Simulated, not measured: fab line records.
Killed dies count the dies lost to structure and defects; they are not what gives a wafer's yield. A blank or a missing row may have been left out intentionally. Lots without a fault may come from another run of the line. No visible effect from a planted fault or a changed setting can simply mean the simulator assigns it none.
Chamber matching ; flow gf180mcu ; 4 sister chambers for GF_CONTACT_CMP_04 on cmp-02
The step polishes SiO2. 4 wafers are shown with their chamber, then 8 later ones without.

== WAFERS, EACH WITH ITS CHAMBER ==
wafer;chamber;motorCurrentA (A)
L119.4;2;13.0
L124.5;3;12.1
L124.6;0;10.4
L125.1;1;12.6

== WAFERS WITHOUT THEIR CHAMBER ==
wafer;motorCurrentA (A)
L125.2;10.5
L125.4;13.2
L130.1;12.0
L130.2;13.0
L130.3;14.3
L131.1;12.8
L131.4;13.1
L131.6;13.2

== WHICH CHAMBER EACH ONE RAN IN ==
wafer;from the rows above;in truth
L125.2;0;0
L125.4;can't be placed: 2 or 1 or 3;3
L130.1;can't be placed: 3 or 1 or 2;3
L130.2;can't be placed: 2 or 1 or 3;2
L130.3;can't be placed: 2 or 1 or 3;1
L131.1;can't be placed: 2 or 1 or 3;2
L131.4;can't be placed: 2 or 1 or 3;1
L131.6;can't be placed: 2 or 1 or 3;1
1 of 8 placed correctly. Can't be placed from these rows: 7 (the true chamber is among the candidates in 7). Placed wrongly: 0.
How it was worked out, from the rows above alone: a wafer's distance from a chamber is the root of the sum, over the readings, of the square of ((its reading less the chamber's mean) divided by the reading's scatter). If the next closest chamber is less than 2 further off than the closest, the wafer can't be placed; otherwise it belongs to the closest. Each chamber's mean is taken over the wafers shown for it. The scatter: with one shown wafer a chamber, the root of the mean of the squares of how far each hidden wafer lies from its nearest shown one.
